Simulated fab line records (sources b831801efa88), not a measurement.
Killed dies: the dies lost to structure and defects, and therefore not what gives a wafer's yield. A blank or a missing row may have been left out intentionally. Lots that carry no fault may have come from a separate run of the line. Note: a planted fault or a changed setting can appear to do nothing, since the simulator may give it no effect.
fab line records    flow gf180mcu
[record] lots = 14  wafers = 42  last-day = 33
route steps=602 shown STI@3 VT_IMPLANT@109 POLY_GATE@158
lots that met no fault: from a run of the same line without faults
start-h: the number of hours between the record's first day and the start of the first shown wafer of the lot    wait-h: hours since the lot's step before    " the same as in the row above    L1.1+2: a single row standing in for several wafers    - value missing, or start not given    * or withheld: withheld    < > ~ a bound
route shown NAME@n: names a module that has steps shown in the file, with the first one's number in the route    usual: the fault-free wafers' mean and standard deviation    same: alike in all rows    chamber/n: place in a boat    sites: readings site by site    _std_site: standard deviation of those values    _edge_site: inner sites' mean taken away from outer sites' mean    radius-mm: for every site, how far away it sits from the centre of the wafer    mask NAME#n: copy n    behind: the last tool/chamber to shape the wafer    hold: why the lot went on hold/how many hours it stayed there/how the hold came to an end    device: the n, p or np transistor that did not switch    end of line: the tests these same wafers got at the end of their route    a step given without rows: its recipe and nothing more    killed: dies that structure and defects cost at the first sort, which is not the same as the wafer's yield    map: a wafer's dies, marking killed ones x, the rest . and places with no die _
set.NAME: the setting as run; set.NAME@STEP: as run at that earlier step    model.NAME: the simulator's own value behind a step, which no gauge read
the route's steps for a sample of lots (tables are steps, rows are wafers)
services: from which hour (start-h, from the record's first day; less than 0 if before it) a tool's chamber was out of use, for how many hours, and why
[[steps]]
[step GF_STI_THK_MEAS_02]
[recipe] reads = SiO2_of_STI_OXIDATION_01
[usual] STI_OXIDATION_THK = 9.97/0.21
lot.wafer  tool           chamber  start-h  wait-h  STI_OXIDATION_THK[nm]
L845.2     film-metro-01  -        11.52    0.0     10.11
L845.3     "              -        "        "       10.00
L845.5     "              -        "        "       10.10
L846.3     film-metro-04  -        17.02    0.0     10.09
L846.4     "              -        "        "       9.87
L846.6     "              -        "        "       9.94
L847.1     film-metro-02  -        21.96    0.0     10.27
L847.2     "              -        "        "       10.05
L847.3     "              -        "        "       10.28
L848.4     film-metro-01  -        26.88    0.0     10.05
L848.5     "              -        "        "       10.14
L848.6     "              -        "        "       10.18
L849.2     film-metro-01  -        31.53    0.0     9.77
L849.3     "              -        "        "       9.59
L849.6     "              -        "        "       9.74
L850.2     film-metro-02  -        36.52    0.0     9.96
L850.3     "              -        "        "       10.09
L850.5     "              -        "        "       10.15
L851.3     film-metro-04  -        41.53    0.0     10.11
L851.4     "              -        "        "       10.19
L851.6     "              -        "        "       9.86
L852.2     film-metro-02  -        46.52    0.0     10.07
L852.4     "              -        "        "       9.97
L852.6     "              -        "        "       10.22
L853.2     film-metro-01  -        51.70    0.0     9.85
L853.4     "              -        "        "       9.63
L853.5     "              -        "        "       9.60
L854.1     film-metro-02  -        56.58    0.0     9.98
L854.4     "              -        "        "       10.06
L854.6     "              -        "        "       9.99
L855.3     film-metro-04  -        61.53    0.0     9.66
L855.4     "              -        "        "       9.59
L855.5     "              -        "        "       9.74
L857.2     film-metro-02  -        71.52    0.0     9.91
L857.3     "              -        "        "       9.86
L857.5     "              -        "        "       10.03
L859.2     film-metro-01  -        81.52    0.0     10.03
L859.4     "              -        "        "       10.12
L859.5     "              -        "        "       10.11
L861.1     film-metro-02  -        93.74    0.0     10.03
L861.2     "              -        "        "       10.18
L861.5     "              -        "        "       9.93
[step GF_VT_IMPLANT_IMPLANT_19]
[recipe] species = As  energy-kev = 100  dose-cm2 = 4.35e+12  tilt-deg = 7
[usual] beam-energy-keV = 100.00/0.031
lot.wafer  tool          chamber  start-h  wait-h  beam-energy-keV
L845.2     implanter-03  0        125.06   0.0     99.99
L845.3     "             0        "        "       100.03
L845.5     "             0        "        "       99.98
L846.3     implanter-01  0        131.73   0.1     100.03
L846.4     "             0        "        "       100.02
L846.6     "             0        "        "       99.98
L847.1     implanter-04  0        135.47   0.0     100.01
L847.2     "             0        "        "       99.98
L847.3     "             0        "        "       99.96
L848.4     implanter-04  0        146.33   0.1     99.98
L848.5     "             0        "        "       99.98
L848.6     "             0        "        "       99.95
L849.2     implanter-04  0        149.55   0.0     99.99
L849.3     "             0        "        "       99.98
L849.6     "             0        "        "       99.94
L850.2     implanter-01  0        156.10   0.0     99.93
L850.3     "             0        "        "       99.99
L850.5     "             0        "        "       99.94
L851.3     implanter-04  0        162.02   0.1     99.99
L851.4     "             0        "        "       100.01
L851.6     "             0        "        "       100.03
L852.2     implanter-04  0        168.15   0.0     99.98
L852.4     "             0        "        "       99.98
L852.6     "             0        "        "       99.98
L853.2     implanter-01  0        174.73   0.0     100.02
L853.4     "             0        "        "       100.00
L853.5     "             0        "        "       100.06
L854.1     implanter-04  0        183.32   0.0     100.02
L854.4     "             0        "        "       100.00
L854.6     "             0        "        "       100.03
L855.3     implanter-04  0        189.03   0.1     99.99
L855.4     "             0        "        "       100.07
L855.5     "             0        "        "       100.01
L857.2     implanter-01  0        200.35   0.0     78.60
L857.3     "             0        "        "       78.60
L857.5     "             0        "        "       78.64
L859.2     implanter-01  0        215.98   0.0     78.66
L859.4     "             0        "        "       78.66
L859.5     "             0        "        "       78.64
L861.1     implanter-01  0        230.23   0.0     78.65
L861.2     "             0        "        "       78.61
L861.5     "             0        "        "       78.68
[step GF_VT_IMPLANT_TW_MEAS_21]
[usual] VT_IMPLANT_2_TW = 1210/9.5
lot.wafer  tool           chamber  start-h  wait-h  VT_IMPLANT_2_TW
L845.2     film-metro-02  -        125.29   0.1     1202
L845.3     "              -        "        "       1209
L845.5     "              -        "        "       1201
L846.3     film-metro-02  -        131.95   0.1     1208
L846.4     "              -        "        "       1201
L846.6     "              -        "        "       1201
L847.1     film-metro-03  -        135.72   0.1     1214
L847.2     "              -        "        "       1219
L847.3     "              -        "        "       1220
L848.4     film-metro-03  -        146.54   0.1     1221
L848.5     "              -        "        "       1214
L848.6     "              -        "        "       1213
L849.2     film-metro-03  -        149.79   0.1     1217
L849.3     "              -        "        "       1212
L849.6     "              -        "        "       1219
L850.2     film-metro-02  -        156.34   0.1     1208
L850.3     "              -        "        "       1208
L850.5     "              -        "        "       1208
L851.3     film-metro-01  -        162.24   0.1     1195
L851.4     "              -        "        "       1194
L851.6     "              -        "        "       1196
L852.2     film-metro-02  -        168.38   0.1     1215
L852.4     "              -        "        "       1211
L852.6     "              -        "        "       1214
L853.2     film-metro-02  -        174.97   0.1     1205
L853.4     "              -        "        "       1209
L853.5     "              -        "        "       1212
L854.1     film-metro-03  -        183.57   0.1     1221
L854.4     "              -        "        "       1216
L854.6     "              -        "        "       1216
L855.3     film-metro-03  -        189.25   0.1     1223
L855.4     "              -        "        "       1213
L855.5     "              -        "        "       1213
L857.2     film-metro-01  -        200.59   0.1     1113
L857.3     "              -        "        "       1108
L857.5     "              -        "        "       1108
L859.2     film-metro-03  -        216.22   0.1     1133
L859.4     "              -        "        "       1137
L859.5     "              -        "        "       1136
L861.1     film-metro-03  -        230.48   0.1     1134
L861.2     "              -        "        "       1131
L861.5     "              -        "        "       1138
[step GF_VT_IMPLANT_OVL_MEAS_29]
[usual] VT_IMPLANT_02_OVL = 0.5/1.3
lot.wafer  tool        chamber  start-h  wait-h  VT_IMPLANT_02_OVL[nm]
L845.2     overlay-01  -        139.88   0.1     -0.5
L845.3     "           -        "        "       1.0
L845.5     "           -        "        "       1.7
L846.3     overlay-01  -        146.71   0.1     2.4
L846.4     "           -        "        "       2.8
L846.6     "           -        "        "       1.1
L847.1     overlay-02  -        150.89   0.1     -0.3
L847.2     "           -        "        "       -0.5
L847.3     "           -        "        "       -1.1
L848.4     overlay-02  -        161.66   0.1     1.0
L848.5     "           -        "        "       -2.8
L848.6     "           -        "        "       -0.1
L849.2     overlay-01  -        165.14   0.1     -0.4
L849.3     "           -        "        "       -1.2
L849.6     "           -        "        "       -0.5
L850.2     overlay-01  -        172.08   0.1     1.7
L850.3     "           -        "        "       1.3
L850.5     "           -        "        "       1.1
L851.3     overlay-02  -        177.73   0.1     0.5
L851.4     "           -        "        "       0.6
L851.6     "           -        "        "       2.1
L852.2     overlay-02  -        184.28   0.1     -0.4
L852.4     "           -        "        "       -2.2
L852.6     "           -        "        "       -1.1
L853.2     overlay-01  -        190.83   0.1     1.4
L853.4     "           -        "        "       -0.6
L853.5     "           -        "        "       -0.3
L854.1     overlay-01  -        200.59   0.1     1.4
L854.4     "           -        "        "       1.4
L854.6     "           -        "        "       2.3
L855.3     overlay-01  -        205.90   0.1     0.6
L855.4     "           -        "        "       1.5
L855.5     "           -        "        "       1.4
L857.2     overlay-01  -        217.64   0.1     2.3
L857.3     "           -        "        "       2.5
L857.5     "           -        "        "       2.3
L859.2     overlay-02  -        234.00   0.1     -0.2
L859.4     "           -        "        "       -0.1
L859.5     "           -        "        "       -0.4
L861.1     overlay-02  -        248.42   0.1     -0.2
L861.2     "           -        "        "       1.0
L861.5     "           -        "        "       -0.4
[step GF_POLY_GATE_THK_MEAS_01]
[recipe] reads = poly-Si_of_POLY_GATE_CVD_00
[usual] POLY_GATE_CVD_00_THK = 200.4/1.9
lot.wafer  tool           chamber  start-h  wait-h  POLY_GATE_CVD_00_THK[nm]
L845.2     film-metro-03  -        177.83   0.0     201.4
L845.3     "              -        "        "       204.5
L845.5     "              -        "        "       202.9
L846.3     film-metro-03  -        186.06   0.0     200.9
L846.4     "              -        "        "       200.7
L846.6     "              -        "        "       201.4
L847.1     film-metro-03  -        190.38   0.0     202.8
L847.2     "              -        "        "       202.1
L847.3     "              -        "        "       204.4
L848.4     film-metro-02  -        200.43   0.0     201.8
L848.5     "              -        "        "       199.5
L848.6     "              -        "        "       201.2
L849.2     film-metro-02  -        207.42   0.0     196.6
L849.3     "              -        "        "       197.0
L849.6     "              -        "        "       197.0
L850.2     film-metro-02  -        213.64   0.0     197.7
L850.3     "              -        "        "       197.6
L850.5     "              -        "        "       197.9
L851.3     film-metro-04  -        217.40   0.0     199.4
L851.4     "              -        "        "       202.0
L851.6     "              -        "        "       201.1
L852.2     film-metro-02  -        225.18   0.0     199.8
L852.4     "              -        "        "       198.0
L852.6     "              -        "        "       198.0
L853.2     film-metro-04  -        231.20   0.0     199.5
L853.4     "              -        "        "       201.9
L853.5     "              -        "        "       199.2
L854.1     film-metro-03  -        242.00   0.0     200.5
L854.4     "              -        "        "       201.2
L854.6     "              -        "        "       201.0
L855.3     film-metro-04  -        247.73   0.0     200.9
L855.4     "              -        "        "       199.1
L855.5     "              -        "        "       199.2
L857.2     film-metro-03  -        262.04   0.0     202.0
L857.3     "              -        "        "       201.6
L857.5     "              -        "        "       201.8
L859.2     film-metro-02  -        278.11   0.0     198.4
L859.4     "              -        "        "       198.7
L859.5     "              -        "        "       199.0
L861.1     film-metro-02  -        294.40   0.0     202.8
L861.2     "              -        "        "       201.8
L861.5     "              -        "        "       201.5
[[services]]
tool          chamber  start-h  hours  kind
implanter-03  -        151.56   58.8   pm
implanter-04  -        194.09   4.4    repair
implanter-04  -        212.19   4.9    repair
[[key]]
[first-sign] step = GF_VT_IMPLANT_IMPLANT_19  reading = beam-energy-keV  direction = down  sigmas = 99+  usual = 100.00  struck = 78.64
[effect] step = GF_VT_IMPLANT_TW_MEAS_21  reading = VT_IMPLANT_2_TW  direction = down  sigmas = 8.8  usual = 1210  struck = 1126
met-at GF_VT_IMPLANT_IMPLANT_19
struck-lots L857,L859,L861
tester-left-out L857,L859,L861
not-acting-at GF_STI_THK_MEAS_02,GF_VT_IMPLANT_OVL_MEAS_29,GF_POLY_GATE_THK_MEAS_01
onset-between 174.73 200.35
[fault] kind = process-parameter-drift  tool = implanter-01  chamber = -  onset-h = 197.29  steps = GF_VT_IMPLANT_IMPLANT_19  channel = energy-kev  offset = -21.37  shape = step  end-h = 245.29  acts-in = these-recipes-only  stated = 100
// tester-left-out: of these lots the tester's yield and bins aren't shown, on N5 and GAA mostly nor the transistor test; their killed dies are dies lost to structure and defects alone, not to doping, threshold or leakage, so they don't give the yield
